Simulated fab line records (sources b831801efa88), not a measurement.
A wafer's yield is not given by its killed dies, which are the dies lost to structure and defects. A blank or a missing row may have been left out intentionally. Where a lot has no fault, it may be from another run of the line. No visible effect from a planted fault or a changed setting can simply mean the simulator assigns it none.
The tool behind it: which one?    flow sky130    11 lots with 33 wafers sampled at 5 steps, on a route of 708 steps

WHAT EACH GAUGE READ, for each wafer
SKY_CAPM_THK_MEAS_04: measures by xrf.
lot   measured      on             CAPM_TIN_THK (nm)
L872  day 37 05:51  film metro-03  195.1 194.5 197.0
L873  day 37 08:05  film metro-03  198.3 195.4 197.7
L874  day 37 09:35  film metro-01  194.8 193.4 194.6
L875  day 37 16:47  film metro-03  195.0 195.9 195.6
L877  day 38 16:08  film metro-02  195.9 196.6 196.3
L879  day 39 07:13  film metro-02  195.3 197.6 198.5
L880  day 39 09:34  film metro-01  199.7 200.2 197.8
L881  day 39 19:15  film metro-02  197.8 198.3 195.3
L884  day 40 12:58  film metro-02  198.6 198.4 197.1
L886  day 41 06:25  film metro-03  197.4 200.1 201.4
L894  day 43 06:56  film metro-03  191.9 196.3 193.8

SKY_VIA3_BOW_MEAS_03.
lot   measured      on             VIA3_BOW (um)
L872  day 39 10:08  film metro-02  95 90 80
L873  day 39 13:52  film metro-03  91 77 78
L874  day 39 14:11  film metro-02  74 74 76
L875  day 39 20:46  film metro-03  73 77 66
L877  day 40 19:33  film metro-03  80 75 87
L879  day 41 10:46  film metro-02  71 67 80
L880  day 41 12:16  film metro-02  69 88 80
L881  day 41 21:29  film metro-03  87 88 74
L884  day 42 13:33  film metro-02  79 75 75
L886  day 43 08:04  film metro-02  74 84 101
L894  day 45 04:49  film metro-02  102 96 84

SKY_CAP2M_THK_MEAS_01.
lot   measured      on             CAP2M_CVD_00_THK (nm)
L872  day 40 11:43  film metro-02  16.10 15.81 16.19
L873  day 40 16:12  film metro-02  15.56 15.60 15.83
L874  day 40 16:34  film metro-01  16.01 15.94 15.95
L875  day 40 23:25  film metro-04  15.29 15.47 15.21
L877  day 41 21:27  film metro-04  15.20 15.57 15.40
L879  day 42 11:59  film metro-01  15.64 15.38 15.30
L880  day 42 13:41  film metro-01  15.42 15.84 15.62
L881  day 42 23:46  film metro-01  15.32 15.46 15.11
L884  day 43 14:23  film metro-02  10.95 10.77 11.05
L886  day 44 09:26  film metro-04  11.17 11.33 11.18
L894  day 46 04:29  film metro-04  15.36 15.27 15.88

TOOL THAT RAN EACH LOT (tool first, then ch and the chambers of the sampled wafers, then the start)
lot   SKY_METAL4_SPUTTER_02         SKY_CAP2M_CVD_00
L872  pvd sputter-04, day 40 11:34  pecvd-04 ch 0,1, day 40 11:40
L873  pvd sputter-04, day 40 16:04  pecvd-03 ch 0,1, day 40 16:10
L874  pvd sputter-01, day 40 16:23  pecvd-04 ch 0,1,2, day 40 16:29
L875  pvd sputter-04, day 40 23:15  pecvd-02 ch 0,1, day 40 23:22
L877  pvd sputter-04, day 41 21:19  pecvd-02 ch 0,1,2, day 41 21:25
L879  pvd sputter-03, day 42 11:51  pecvd-04 ch 0,1,2, day 42 11:57
L880  pvd sputter-03, day 42 13:31  pecvd-03 ch 0, day 42 13:37
L881  pvd sputter-04, day 42 23:38  pecvd-02 ch 0,1, day 42 23:44
L884  pvd sputter-04, day 43 14:14  pecvd-02 ch 0,1, day 43 14:21
L886  pvd sputter-03, day 44 09:19  pecvd-02 ch 0,2, day 44 09:25
L894  pvd sputter-04, day 46 04:21  pecvd-04 ch 0,1,2, day 46 04:28
- SKY_METAL4_SPUTTER_02: material AlCu, target thk 735 nm, time 39.1 s.
- SKY_CAP2M_CVD_00: deposits SiO2, target thk 15.5 nm.

WHAT THE TOOLS THEMSELVES READ (means of the sampled wafers that have a number; where no wafer has one, the mark that the record gives instead)
SKY_METAL4_SPUTTER_02.
lot   tool            throttle valve pct (%)
L872  pvd sputter-04  29.1
L873  pvd sputter-04  28.9
L874  pvd sputter-01  29.1
L875  pvd sputter-04  29.5
L877  pvd sputter-04  29.4
L879  pvd sputter-03  29.8
L880  pvd sputter-03  29.5
L881  pvd sputter-04  29.8
L884  pvd sputter-04  29.7
L886  pvd sputter-03  29.5
L894  pvd sputter-04  29.0

SKY_CAP2M_CVD_00.
lot   tool      heater power w (W)  rf fwd power W (W)
L872  pecvd-04  687                 440.7
L873  pecvd-03  779                 441.4
L874  pecvd-04  692                 439.9
L875  pecvd-02  642                 442.4
L877  pecvd-02  648                 443.3
L879  pecvd-04  673                 439.9
L880  pecvd-03  818                 438.8
L881  pecvd-02  633                 442.0
L884  pecvd-02  590                 441.9
L886  pecvd-02  777                 445.6
L894  pecvd-04  656                 438.4

THE ANSWER, worked out from the rows above alone
Rule: the lots themselves supply what counts as usual. Put in order of their means at a reading, lots are off if they are a third of the lots or fewer, leave a main group of 4 or more, and stand apart from it by a gap of 3 or more times the standard deviation of the main group's means; of several such gaps the widest counts. If all means in a main group match to the digits the tables above print for the reading, that group is not used. Also off: a lot with no number at a reading for which 4 or more lots have one. Any other lot the step has rows for is counted as sound. First the gauges in route order, then the tools' own readings, where a lot's mean is used as printed above. At the first step where some lot is off, the reading lying furthest off is the one used; lots without a number count as furthest.
Off: at SKY_CAP2M_THK_MEAS_01 (CAP2M_CVD_00_THK), L884, L886. The main group has a mean of 15.58 nm with a standard deviation of 0.25.
If a tool, at a process step before that reading, ran all the lots that are off and no sound lot after the first of them, it fits. Gauges at SKY_CAP2M_THK_MEAS_01: tried the same way as those tools. One fits: SKY_CAP2M_CVD_00 on pecvd-02. Its last sound lot is L881 (day 42 23:44), its first lot that is off L884 (day 43 14:21): a fault that began between those two fits.

WHAT THE SIMULATOR HAD INSERTED
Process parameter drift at SKY_CAP2M_CVD_00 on pecvd-02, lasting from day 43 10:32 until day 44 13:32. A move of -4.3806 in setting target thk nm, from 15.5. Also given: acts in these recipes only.
Struck lots among those shown: L884, L886. The rule above found the same.
